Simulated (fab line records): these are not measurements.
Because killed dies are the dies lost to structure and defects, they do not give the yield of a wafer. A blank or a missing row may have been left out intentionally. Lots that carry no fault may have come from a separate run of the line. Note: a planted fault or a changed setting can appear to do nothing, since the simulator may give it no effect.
fab line records	flow sfq-line
record lots=6	wafers=18	last-day=91
route steps=325 shown M0@39 I0@43
lots that met no fault: from a run of the same line without faults
start-h: start of the lot's first displayed wafer, in hours after the record's first day	wait-h: time in hours since the lot's previous step	" identical to the entry in the row above	L1.1+2: several wafers, shown together as one row	- either no value or no given start	* or withheld: withheld	< > ~ a bound
route shown NAME@n: NAME is a module with steps in the file, n the number in the route of the first one	usual: mean/standard deviation taken from wafers without a fault	same: alike in all rows	chamber/n: place in a boat	sites: readings site by site	_std_site: standard deviation across them	_edge_site: mean of outer sites minus mean of inner sites	radius-mm: for every site, how far away it sits from the centre of the wafer	mask NAME#n: copy n	behind: the last tool/chamber to shape the wafer	hold: why the lot went on hold/how many hours it stayed there/how the hold came to an end	device: transistor that didn't switch, given as n, p or np	end of line: tests of these same wafers at the route's end	a step given without rows: its recipe and nothing more	killed: at the first sort, the dies lost to defects and structure; wafer yield is something else	map: shows each die of a wafer: x if killed, . if not, _ if none is there
set.NAME: the setting as run; set.NAME@STEP: as run at that earlier step	model.NAME: the simulator's own value behind a step, which no gauge read
lots seen at some steps along the route; tables by step, rows by wafer
services: when a tool's chamber went out of use (start-h, in hours from the record's first day, below 0 if earlier), for how many hours, and the reason
## steps
# step SFQ_TRILAYER_M0_BARC_OPEN_METAL_ETCH_031
# recipe mask-material=PR	chemistry=O2	target-depth-nm=125	target=BARC	icp-w=600	bias-w=80	pressure-mtorr=10	time-s=41.7
# usual drypump-motor-current-A=6.1/0.41	oes-product-au=0.685/0.0042
lot.wafer	tool	chamber	start-h	wait-h	drypump-motor-current-A	oes-product-au	rf-hours-counter-h
L130.3	rie-metal-04	1	263.85	0.0	6.6	0.684	-
L130.5	"	0	"	"	6.5	0.688	-
L130.6	"	1	"	"	6.7	0.683	-
L132.4	rie-metal-03	0	286.65	0.0	6.3	0.685	-
L132.5	"	0	"	"	6.4	0.684	-
L132.6	"	1	"	"	6.0	0.683	-
L133.2	rie-metal-04	1	293.83	0.0	6.6	0.685	144
L133.4	"	0	"	"	6.5	0.689	-
L133.5	"	1	"	"	6.6	0.690	-
L142.2	rie-metal-03	1	369.22	0.0	6.0	0.679	25
L142.3	"	1	"	"	6.0	0.687	-
L142.6	"	0	"	"	6.4	0.687	-
L145.1	rie-metal-04	0	398.02	0.0	6.4	0.695	148
L145.2	"	1	"	"	6.6	0.680	157
L145.3	"	0	"	"	6.5	0.680	-
L148.2	rie-metal-01	1	429.35	0.0	5.6	0.681	54
L148.3	"	0	"	"	5.4	0.685	-
L148.4	"	1	"	"	5.6	0.688	-
# step SFQ_TRILAYER_M0_ETCH_METAL_ETCH_024
# recipe target=Nb	stop-on=SiO2	mask-material=PR	chemistry=Cl2/Ar	target-depth-nm=240	icp-w=600	bias-w=80	pressure-mtorr=10	time-s=120
# step SFQ_TRILAYER_M0_STRIP_STRIP_025
# recipe gas=O2	power-w=200	platen-temp-c=40	overash-fraction=0.65	chemistry=O2	pressure-mtorr=50
# usual drypump-motor-current-A=6.1/0.41	oes-product-au=1.001/0.0076	platen-temp-c=40.00/0.1
lot.wafer	tool	chamber	start-h	wait-h	drypump-motor-current-A	oes-product-au	platen-temp-c	rf-hours-counter-h
L130.3	rie-metal-04	1	264.21	0.2	6.7	1.000	40.01	-
L130.5	"	0	"	"	6.5	1.023	39.89	-
L130.6	"	1	"	"	6.7	0.994	40.12	-
L132.4	rie-metal-03	0	287.01	0.2	6.3	1.007	40.02	-
L132.5	"	0	"	"	6.3	1.011	39.99	-
L132.6	"	1	"	"	6.1	1.003	39.93	-
L133.2	rie-metal-04	1	294.01	0.1	6.6	0.989	40.11	144
L133.4	"	0	"	"	6.4	1.010	40.07	-
L133.5	"	1	"	"	6.6	0.986	40.17	-
L142.2	rie-metal-03	1	369.41	0.1	6.0	1.003	39.99	25
L142.3	"	1	"	"	6.0	1.010	39.93	-
L142.6	"	0	"	"	6.4	0.994	39.83	-
L145.1	rie-metal-04	0	398.21	0.1	6.5	1.005	40.13	148
L145.2	"	1	"	"	6.6	0.992	39.93	157
L145.3	"	0	"	"	6.5	1.004	40.02	-
L148.2	rie-metal-01	1	429.53	0.1	5.6	0.999	40.08	54
L148.3	"	0	"	"	5.3	0.999	39.87	-
L148.4	"	1	"	"	5.6	1.005	40.07	-
# step SFQ_TRILAYER_M0_STRIP_SOLV_CLEAN_026
# recipe chemistry=NMP	temp-c=70	time-s=600
# step SFQ_TRILAYER_I0_DEP_PECVD_027
# recipe material=SiO2	temp-c=150	time-s=111.11	pressure-torr=2.4	rf-w=183.3	precursor=SiH4/N2O	target-thk-nm=500
# usual heater-power-w=98/10	showerhead-vpp-V=849/34	throttle-valve-pct=24.2/1
lot.wafer	tool	chamber	start-h	wait-h	heater-power-w	showerhead-vpp-V	throttle-valve-pct
L130.3	pecvd-01	0	264.79	0.0	105	844	23.6
L130.5	"	1	"	"	93	896	22.5
L130.6	"	2	"	"	103	853	23.2
L132.4	pecvd-01	1	287.63	0.0	107	885	23.1
L132.5	"	0	"	"	86	847	23.6
L132.6	"	2	"	"	99	871	23.6
L133.2	pecvd-04	2	294.79	0.0	90	824	23.4
L133.4	"	0	"	"	86	795	22.6
L133.5	"	2	"	"	90	838	23.9
L142.2	pecvd-01	1	370.18	0.0	112	887	23.3
L142.3	"	2	"	"	104	873	23.6
L142.6	"	0	"	"	95	842	23.8
L145.1	pecvd-01	2	398.98	0.0	91	878	23.6
L145.2	"	1	"	"	100	882	23.6
L145.3	"	0	"	"	98	842	23.7
L148.2	pecvd-02	1	430.31	0.0	87	871	25.4
L148.3	"	0	"	"	106	872	25.7
L148.4	"	2	"	"	110	852	24.9
# step SFQ_TRILAYER_I0_CMP_CMP_028
# recipe material=SiO2	down-force-psi=3	platen-rpm=60	pad-velocity-m-s=0.94248
# usual head-pressure-psi=3.000/0.0066	motor-current-A=9.8/0.86	time-to-endpoint-s=214/7
lot.wafer	tool	chamber	start-h	wait-h	head-pressure-psi	motor-current-A	time-to-endpoint-s
L130.3	cmp-02	1	267.56	2.7	2.997	10.5	219
L130.5	"	3	268.56	3.7	2.997	11.7	221
L130.6	"	0	"	"	3.006	9.8	221
L132.4	cmp-02	0	292.27	4.6	2.985	10.6	217
L132.5	"	0	294.27	6.6	2.987	10.3	213
L132.6	"	1	"	"	2.994	10.4	211
L133.2	cmp-01	0	300.50	5.7	3.007	7.8	226
L133.4	"	2	301.50	6.6	3.002	9.8	236
L133.5	"	1	303.00	8.1	3.014	8.6	232
L142.2	cmp-01	3	370.26	0.0	2.997	10.5	218
L142.3	"	2	371.76	1.5	3.009	9.9	214
L142.6	"	3	"	"	2.993	9.9	217
L145.3	cmp-02	0	399.56	0.5	3.013	10.2	219
L145.2	"	1	"	"	2.994	10.8	213
L145.1	"	2	"	"	2.984	9.7	208
L148.2	cmp-02	1	433.40	3.1	3.001	10.0	207
L148.3	"	3	434.40	4.1	3.000	11.1	215
L148.4	"	0	"	"	3.011	9.9	209
# step SFQ_I0_BOW_MEAS_907
# recipe mode=bow
# usual I0_BOW=0/7
lot.wafer	tool	chamber	start-h	wait-h	I0_BOW[um]
L130.3	film-metro-02	-	269.60	1.5	-14
L130.5	"	-	"	"	6
L130.6	"	-	"	"	-5
L132.4	film-metro-04	-	295.33	2.6	-9
L132.5	"	-	"	"	-4
L132.6	"	-	"	"	-1
L133.2	film-metro-04	-	303.52	2.5	12
L133.4	"	-	"	"	-14
L133.5	"	-	"	"	0
L142.2	film-metro-04	-	373.28	2.5	-4
L142.3	"	-	"	"	-9
L142.6	"	-	"	"	4
L145.1	film-metro-02	-	402.06	1.0	-10
L145.2	"	-	"	"	-6
L145.3	"	-	"	"	3
L148.2	film-metro-01	-	436.42	2.5	-2
L148.3	"	-	"	"	-5
L148.4	"	-	"	"	6
# step SFQ_TRILAYER_I0_METRO_MEASURE_029
# usual thk-nm=199.7/0.89
lot.wafer	tool	chamber	start-h	wait-h	thk-nm
L130.3	film-metro-02	-	270.08	0.5	200.1
L130.5	"	-	"	"	201.6
L130.6	"	-	"	"	200.6
L132.4	film-metro-04	-	295.99	0.6	198.6
L132.5	"	-	"	"	198.6
L132.6	"	-	"	"	198.8
L133.2	film-metro-04	-	303.82	0.3	198.6
L133.4	"	-	"	"	198.6
L133.5	"	-	"	"	200.5
L142.2	film-metro-04	-	373.58	0.3	200.5
L142.3	"	-	"	"	199.7
L142.6	"	-	"	"	200.1
L145.1	film-metro-02	-	402.18	0.1	200.2
L145.2	"	-	"	"	199.8
L145.3	"	-	"	"	200.8
L148.2	film-metro-01	-	436.72	0.3	199.0
L148.3	"	-	"	"	201.5
L148.4	"	-	"	"	201.7
# step SFQ_TRILAYER_I0_VIA_LITHO_COAT_036
# recipe resist=BARC	spin-rpm=3000	resist-thk-nm=62
# step SFQ_TRILAYER_I0_VIA_LITHO_COAT_031
# recipe resist=KrF	spin-rpm=3000	resist-thk-nm=650
# step SFQ_TRILAYER_I0_VIA_LITHO_SOFTBAKE_035
# recipe temp-c=withheld	time-s=withheld	resist=KrF
# step SFQ_TRILAYER_I0_VIA_LITHO_EXPOSE_032
# recipe mask-id=I0	na=0.6	source-shape=conventional	sigma-outer=0.65	target-cd-nm=500	dose-mj=21.3
# step SFQ_TRILAYER_I0_VIA_LITHO_PEB_034
# recipe peb-temp-c=115	peb-time-s=60	resist=KrF
# usual heater-power-total-W=79.15/0.067	plate-temp-C=115.02/0.15
lot.wafer	tool	chamber	start-h	wait-h	heater-power-total-W	plate-temp-C
L130.3	litho-track-01	0	391.73	0.7	79.02	115.19
L130.5	"	0	"	"	79.14	115.03
L130.6	"	0	"	"	79.19	114.88
L132.4	litho-track-02	0	414.68	0.5	71.67	106.87
L132.5	"	0	"	"	71.79	106.90
L132.6	"	0	"	"	71.79	106.80
L133.2	litho-track-02	0	433.83	0.8	71.87	107.03
L133.4	"	0	"	"	71.78	106.79
L133.5	"	0	"	"	71.88	106.93
L142.2	litho-track-01	0	521.51	0.8	79.25	114.79
L142.3	"	0	"	"	79.26	114.70
L142.6	"	0	"	"	79.06	115.01
L145.1	litho-track-01	0	553.88	1.0	79.19	114.70
L145.2	"	0	"	"	79.14	114.95
L145.3	"	0	"	"	79.23	114.95
L148.2	litho-track-02	0	593.13	0.8	79.16	115.12
L148.3	"	0	"	"	79.23	114.97
L148.4	"	0	"	"	79.11	114.99
# step SFQ_TRILAYER_I0_VIA_LITHO_DEVELOP_033
# recipe time-s=60	resist=KrF
## services
tool	chamber	start-h	hours	kind
cmp-02	-	240.62	2.2	repair
cmp-02	-	245.83	4.0	pm
pecvd-01	-	247.75	5.5	pm
cmp-02	-	263.69	1.0	repair
rie-metal-04	0	294.62	6.7	repair
cmp-02	-	297.12	1.9	repair
film-metro-04	-	306.68	1.1	pm
cmp-02	-	329.03	5.7	pm
cmp-02	-	349.67	0.5	repair
rie-metal-03	-	363.98	0.9	repair
film-metro-04	-	364.67	0.8	pm
cmp-02	-	419.85	1.2	repair
film-metro-04	-	472.51	1.2	pm
rie-metal-04	0	478.22	4.9	repair
cmp-02	-	485.85	2.2	repair
pecvd-01	0	490.74	6.8	repair
rie-metal-03	-	503.94	1.2	repair
rie-metal-04	-	506.21	0.4	repair
cmp-02	-	541.73	9.0	repair
pecvd-01	1	544.83	3.6	repair
rie-metal-04	1	548.37	21.0	repair
cmp-02	-	550.76	5.9	pm
cmp-02	-	551.64	3.2	repair
cmp-02	-	585.83	4.0	pm
## key
first-sign step=SFQ_TRILAYER_I0_VIA_LITHO_PEB_034	reading=heater-power-total-W	direction=down	sigmas=99+	usual=79.15	struck=71.80
effect step=SFQ_TRILAYER_I0_VIA_LITHO_PEB_034	reading=plate-temp-C	direction=down	sigmas=56	usual=*	struck=*
met-at SFQ_TRILAYER_I0_VIA_LITHO_PEB_034
struck-wafers L132.4,L132.5,L132.6,L133.2,L133.4,L133.5
fault kind=process-parameter-drift	tool=litho-track-02	chamber=-	onset-h=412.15	steps=SFQ_TRILAYER_I0_VIA_LITHO_PEB_034	channel=peb-temp-c	offset=*	shape=step	end-h=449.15	acts-in=*	stated=*
